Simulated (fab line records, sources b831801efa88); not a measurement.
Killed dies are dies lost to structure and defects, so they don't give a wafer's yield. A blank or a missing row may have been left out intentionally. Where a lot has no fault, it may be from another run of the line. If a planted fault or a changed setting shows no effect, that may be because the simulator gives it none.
Which of the tools did it?    flow sky130    39 wafers from 13 lots sampled at 4 of the route's 708 steps

WHAT EACH GAUGE READ, for each wafer
SKY_SONOS_ONO_CD_MEAS_13: the cd target is 410 nm.
lot   measured      on        cdNm (nm)
L802  day 13 03:23  cdSem-01  409.2 409.2 406.6
L806  day 13 19:47  cdSem-02  408.8 409.2 409.9
L807  day 14 06:08  cdSem-02  408.3 410.1 408.7
L808  day 14 11:16  cdSem-01  411.0 415.1 411.3
L809  day 14 22:27  cdSem-02  409.4 409.3 411.1
L810  day 15 10:17  cdSem-02  406.8 406.8 405.4
L811  day 15 15:14  cdSem-01  411.1 410.1 411.5
L815  day 16 22:43  cdSem-01  407.4 408.3 407.3
L816  day 17 11:50  cdSem-02  410.9 409.4 409.4
L817  day 17 19:33  cdSem-02  412.2 411.1 411.2
L818  day 18 13:21  cdSem-02  405.3 405.6 406.7
L821  day 19 09:30  cdSem-01  410.4 410.1 411.3
L822  day 19 09:48  cdSem-01  409.0 406.8 407.6

SKY_LDD_N_OVL_MEAS_07.
lot   measured      on          LDD_N_OVL (nm)
L802  day 18 02:20  overlay-02  -1.7 -1.0 -0.9
L806  day 18 21:22  overlay-01  -0.4 -0.9 0.8
L807  day 19 12:55  overlay-01  -0.1 2.5 0.7
L808  day 19 19:59  overlay-02  1.5 3.3 -0.1
L809  day 20 08:43  overlay-02  0.0 -1.2 -1.2
L810  day 20 21:18  overlay-02  0.8 -1.3 -1.0
L811  day 21 00:01  overlay-01  -0.4 -0.7 1.1
L815  day 22 10:52  overlay-02  -50.1 -48.4 -49.9
L816  day 23 01:24  overlay-01  -48.8 -49.6 -48.6
L817  day 23 07:22  overlay-01  -49.5 -49.0 -49.0
L818  day 24 02:50  overlay-02  1.2 1.0 1.2
L821  day 24 19:11  overlay-01  -51.2 -51.9 -52.6
L822  day 24 21:11  overlay-01  1.5 -0.1 0.1

SKY_LDD_N_TW_MEAS_17.
lot   measured      on            LDD_N_TW
L802  day 18 03:41  filmMetro-01  2576 2569 2569
L806  day 18 22:42  filmMetro-03  2597 2603 2573
L807  day 19 14:16  filmMetro-03  2578 2582 2579
L808  day 19 21:20  filmMetro-01  2597 2586 2591
L809  day 20 10:03  filmMetro-03  2599 2585 2589
L810  day 20 22:38  filmMetro-02  2563 2559 2558
L811  day 21 01:21  filmMetro-02  2556 2544 2556
L815  day 22 12:13  filmMetro-01  2567 2560 2573
L816  day 23 02:44  filmMetro-02  2554 2539 2541
L817  day 23 08:43  filmMetro-01  2581 2591 2589
L818  day 24 04:10  filmMetro-02  2526 2539 2542
L821  day 24 20:31  filmMetro-01  2582 2587 2572
L822  day 24 22:31  filmMetro-01  2580 2590 2586

TOOL THAT RAN EACH LOT (tool first, then ch and the chambers of the sampled wafers, then the start)
lot   SKY_LDD_N_EXPOSE_04
L802  ilineStepper-01 ch 0, day 17 11:43
L806  ilineStepper-01 ch 0, day 18 06:12
L807  ilineStepper-02 ch 0, day 18 21:19
L808  ilineStepper-01 ch 0, day 19 04:28
L809  ilineStepper-02 ch 0, day 19 17:23
L810  ilineStepper-02 ch 0, day 20 06:03
L811  ilineStepper-02 ch 0, day 20 09:18
L815  ilineStepper-01 ch 0, day 21 20:07
L816  ilineStepper-01 ch 0, day 22 10:33
L817  ilineStepper-01 ch 0, day 22 15:59
L818  ilineStepper-02 ch 0, day 23 12:43
L821  ilineStepper-01 ch 0, day 24 04:08
L822  ilineStepper-02 ch 0, day 24 06:22
- SKY_LDD_N_EXPOSE_04: exposes mask NTM, target cd 840 nm.

WHAT THE TOOLS THEMSELVES READ (means of the sampled wafers that have a number; where no wafer has one, the mark that the record gives instead)
The record holds no such reading with a usual standard deviation.

THE ANSWER, worked out from the rows above alone
Rule: the lots themselves supply what counts as usual. Put in order of their means at a reading, lots are off if they are a third of the lots or fewer, leave a main group of 4 or more, and stand apart from it by a gap of 3 or more times the standard deviation of the main group's means; of several such gaps the widest counts. Not used: any main group whose means are identical at the precision the tables above print for the reading. A lot without any number at a reading at which 4 lots or more have one is off too. Where the step has rows for the other lots, those lots are counted as sound. The gauges are gone through in route order, then the tools' own readings, and for those a lot's mean is taken as printed above. The first step at which some lot is off is used, and at that step the reading that is off furthest; a lot without a number counts as furthest.
Off: L815, L816, L817, L821, at SKY_LDD_N_OVL_MEAS_07 (LDD_N_OVL). Main group: mean 0.2 nm, sd 0.89.
A tool fits if, at a process step before that reading, it ran every lot that is off, and no sound lot after the first of them. Those tools and the gauges at SKY_LDD_N_OVL_MEAS_07 are tried in the same way. One fits: ilineStepper-01 at SKY_LDD_N_EXPOSE_04. A fault onset in the window from L808 (day 19 04:28, its last sound lot) to L815 (day 21 20:07, its first lot off) fits.

WHAT THE SIMULATOR PUT IN
Scanner matching overlay: ilineStepper-01, from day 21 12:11 on, at SKY_LDD_N_EXPOSE_04. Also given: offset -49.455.
Shown lots that were struck: L815, L816, L817, L821. Same finding as the rule above.
